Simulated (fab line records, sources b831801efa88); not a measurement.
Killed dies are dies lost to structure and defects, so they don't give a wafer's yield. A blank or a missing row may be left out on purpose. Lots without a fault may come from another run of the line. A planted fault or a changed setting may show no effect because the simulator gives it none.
Which tool did it? | flow sfq_line | 15 lots, 45 wafers sampled, at 3 steps of a route of 325

WHAT THE GAUGES READ, wafer by wafer
SFQ_R5_THK_MEAS_934: measures by xrf. Usual: R5_MONX_THK 39.6 nm, standard deviation 0.55.
lot  | measured     | on            | R5_MONX_THK (nm) | flag
L825 | day 57 05:40 | film_metro-01 | 40.2 40.0 40.2   |
L826 | day 57 14:05 | film_metro-01 | 39.1 39.0 38.9   |
L828 | day 58 05:54 | film_metro-02 | 38.9 38.8 38.7   |
L829 | day 58 17:14 | film_metro-02 | 39.9 39.7 40.0   |
L831 | day 60 01:47 | film_metro-01 | 39.6 39.7 40.0   |
L832 | day 60 04:49 | film_metro-04 | 38.9 38.9 39.0   |
L833 | day 60 10:47 | film_metro-04 | 39.9 40.0 39.9   |
L834 | day 60 16:17 | film_metro-01 | 39.1 39.4 39.7   |
L835 | day 60 20:47 | film_metro-01 | 39.5 39.9 39.2   |
L837 | day 66 01:46 | film_metro-01 | 40.0 39.5 40.0   |
L843 | day 69 16:49 | film_metro-04 | 39.5 39.7 39.7   |
L844 | day 70 01:50 | film_metro-02 | 39.9 39.6 39.8   |
L845 | day 75 07:01 | film_metro-04 | 40.0 39.8 39.6   |
L846 | day 75 18:51 | film_metro-02 | 39.7 39.6 39.4   |
L847 | day 75 22:47 | film_metro-01 | 39.2 39.3 39.4   |

SFQ_C5_OVL_MEAS_937. Usual: C5_OVL 0 nm, standard deviation 5.6.
lot  | measured     | on         | C5_OVL (nm) | flag
L825 | day 67 15:59 | overlay-02 | 1 -3 4      |
L826 | day 68 06:19 | overlay-01 | 5 0 2       |
L828 | day 68 22:05 | overlay-02 | -5 -4 -7    |
L829 | day 69 12:14 | overlay-02 | -3 2 -2     |
L831 | day 70 10:46 | overlay-02 | -1 -2 -9    |
L832 | day 70 13:02 | overlay-01 | 0 -8 -12    |
L833 | day 70 22:46 | overlay-02 | -5 -3 -4    |
L834 | day 71 08:31 | overlay-02 | 6 0 0       |
L835 | day 75 07:25 | overlay-01 | -7 -5 -1    |
L837 | day 76 20:13 | overlay-02 | 4 4 -2      |
L843 | day 79 11:49 | overlay-01 | -7 -2 -4    |
L844 | day 79 13:09 | overlay-01 | 2 -8 6      |
L845 | day 79 14:21 | overlay-01 | 6 14 11     |
L846 | day 80 01:29 | overlay-02 | 3 2 2       |
L847 | day 80 06:42 | overlay-01 | -1 0 2      |

WHICH TOOL RAN EACH LOT (tool, then ch and the chambers of the sampled wafers, then the start)
lot  | SFQ_TRILAYER_R5_STRIP_STRIP_140
L825 | rie_metal-02 ch 0,1, day 62 22:47
L826 | rie_metal-04 ch 0,1, day 63 05:44
L828 | rie_metal-04 ch 0,1, day 63 15:20
L829 | rie_metal-04 ch 0,1, day 63 22:32
L831 | rie_metal-04 ch 0,1, day 64 22:32
L832 | rie_metal-02 ch 0,1, day 64 23:56
L833 | rie_metal-04 ch 0,1, day 65 07:01
L834 | rie_metal-02 ch 0,1, day 65 11:37
L835 | rie_metal-04 ch 0,1, day 65 20:05
L837 | rie_metal-04 ch 0,1, day 66 04:13
L843 | rie_metal-04 ch 1, day 69 21:37
L844 | rie_metal-03 ch 0,1, day 70 04:59
L845 | rie_metal-04 ch 0,1, day 75 15:26
L846 | rie_metal-02 ch 0,1, day 79 19:22
L847 | rie_metal-04 ch 0,1, day 79 20:22
- SFQ_TRILAYER_R5_STRIP_STRIP_140: strips in O2.

WHAT THE TOOLS THEMSELVES READ (means of the sampled wafers that have a number; where no wafer has one, the mark that the record gives instead)
SFQ_TRILAYER_R5_STRIP_STRIP_140. Usual: drypump_motor_current_A 6.0 A, standard deviation 0.34; oes_product_au 0.994 a.u., standard deviation 0.0075.
lot  | tool         | drypump_motor_current_A (A) | oes_product_au (a.u.) | flag
L825 | rie_metal-02 | 5.8                         | 0.991                 |
L826 | rie_metal-04 | 5.9                         | 0.989                 |
L828 | rie_metal-04 | 6.2                         | 1.001                 |
L829 | rie_metal-04 | 5.9                         | 0.994                 |
L831 | rie_metal-04 | 5.9                         | 0.991                 |
L832 | rie_metal-02 | 5.8                         | 0.989                 |
L833 | rie_metal-04 | 6.2                         | 1.003                 |
L834 | rie_metal-02 | 5.8                         | 0.989                 |
L835 | rie_metal-04 | 6.2                         | 0.998                 |
L837 | rie_metal-04 | 5.9                         | 1.003                 |
L843 | rie_metal-04 | 6.4                         | 1.004                 |
L844 | rie_metal-03 | 6.1                         | 0.996                 |
L845 | rie_metal-04 | 6.2                         | 0.993                 |
L846 | rie_metal-02 | 5.6                         | 1.003                 |
L847 | rie_metal-04 | 5.9                         | 0.986                 |

THE ANSWER, worked out from the rows above alone
Rule: a lot is off if the mean of its wafers that have a number lies more than 3 standard deviations from the usual mean. A lot without any number at a reading at which 4 lots or more have one is off too. The other lots that the step has rows for count as sound. The gauges are gone through in route order, then the tools' own readings, and for those a lot's mean is taken as printed above. The first step at which some lot is off is used, and at that step the reading that is off furthest; a lot without a number counts as furthest.
No lot is off at any reading shown: from this, nothing can be told.

WHAT THE SIMULATOR HAD PUT IN
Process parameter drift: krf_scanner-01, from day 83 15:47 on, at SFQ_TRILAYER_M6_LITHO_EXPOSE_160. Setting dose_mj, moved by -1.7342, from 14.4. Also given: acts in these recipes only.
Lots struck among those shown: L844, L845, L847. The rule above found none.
